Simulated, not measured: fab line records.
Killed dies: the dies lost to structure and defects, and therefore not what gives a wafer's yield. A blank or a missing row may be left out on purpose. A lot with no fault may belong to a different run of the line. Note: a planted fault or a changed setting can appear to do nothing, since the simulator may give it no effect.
The same fault as seen by 2 desks | flow gf180mcu | every desk sees just its own numbers, and what lay behind them comes last

== METROLOGY DESK ==
Means of the sampled wafers that have a number, per lot and without regard to the tool the lot ran on: this is what the gauges read. A lot is out of limits, marked OUT, if its mean lies more than 4 standard deviations from the usual mean; the brackets give that distance.
Columns: A = CONTACT_BOW at GF_CONTACT_BOW_MEAS_05, usual 65 um; B = V1_BOW at GF_V1_BOW_MEAS_05, usual 80 um
lot  | first seen here | A  | B
L148 | day 15 07:38    | 64 | 76
L151 | day 16 11:28    | 66 | 83
L154 | day 17 16:22    | 73 | 90
L156 | day 18 03:38    | 67 | 81
L157 | day 18 15:10    | 68 | 84
L158 | day 19 01:23    | 58 | 73
L161 | day 20 00:01    | 63 | 78
L165 | day 21 06:56    | 66 | 81
L167 | day 22 01:33    | 63 | 80
L170 | day 23 04:25    | 76 | 84
L171 | day 23 04:59    | 58 | 68
Result from this desk: across the 11 lots, nothing is out of limits.

== FOR THE TOOL OWNER'S DESK: cmp-01 ==
The tool's own readings at GF_V1_CMP_04 (polishes SiO2): means of the sampled wafers that have a number, for each lot that ran on this tool. A lot is out of limits, marked OUT, if its mean lies more than 4 standard deviations from the usual mean; the brackets give that distance.
Columns: A = motorCurrentA at GF_V1_CMP_04, usual 11.7 A; B = slurryFilterDpKPa at GF_V1_CMP_04, usual 13.49 kPa; C = timeToEndpointS at GF_V1_CMP_04, usual 81 s
lot  | first seen here | A    | B     | C
L151 | day 18 12:28    | 12.0 | 13.49 | 81
L154 | day 19 18:12    | 10.8 | 13.49 | 82
L156 | day 20 06:38    | 9.9  | 13.52 | 79
L158 | day 21 03:56    | 12.1 | 13.37 | 80
L165 | day 23 08:46    | 12.1 | 13.42 | 80
L167 | day 24 02:22    | 11.9 | 13.37 | 103 (+4.3) OUT
L170 | day 25 03:02    | 10.0 | 13.45 | 97
Finding of this desk: L167 out of limits; the first was L167 at day 24 02:22, on timeToEndpointS at GF_V1_CMP_04. Within limits: L151, L154, L156, L158, L165, L170.

== PUT TOGETHER ==
On L167, at day 24 02:22, an alarm was possible from the tool owner's desk.
Metrology desk: nothing out of limits seen.
The metrology desk holds a record of L167, inside its limits.
GF_V1_CMP_04 was run on cmp-01 by each of the lots named.

== WHAT THE SIMULATOR HAD INSERTED ==
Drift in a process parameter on cmp-01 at GF_V1_CMP_04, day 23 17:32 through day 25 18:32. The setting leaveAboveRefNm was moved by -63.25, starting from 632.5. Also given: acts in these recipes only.
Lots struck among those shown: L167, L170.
Time in hours from fault onset to the first out-of-limits reading at each desk: the tool owner's desk, 9.
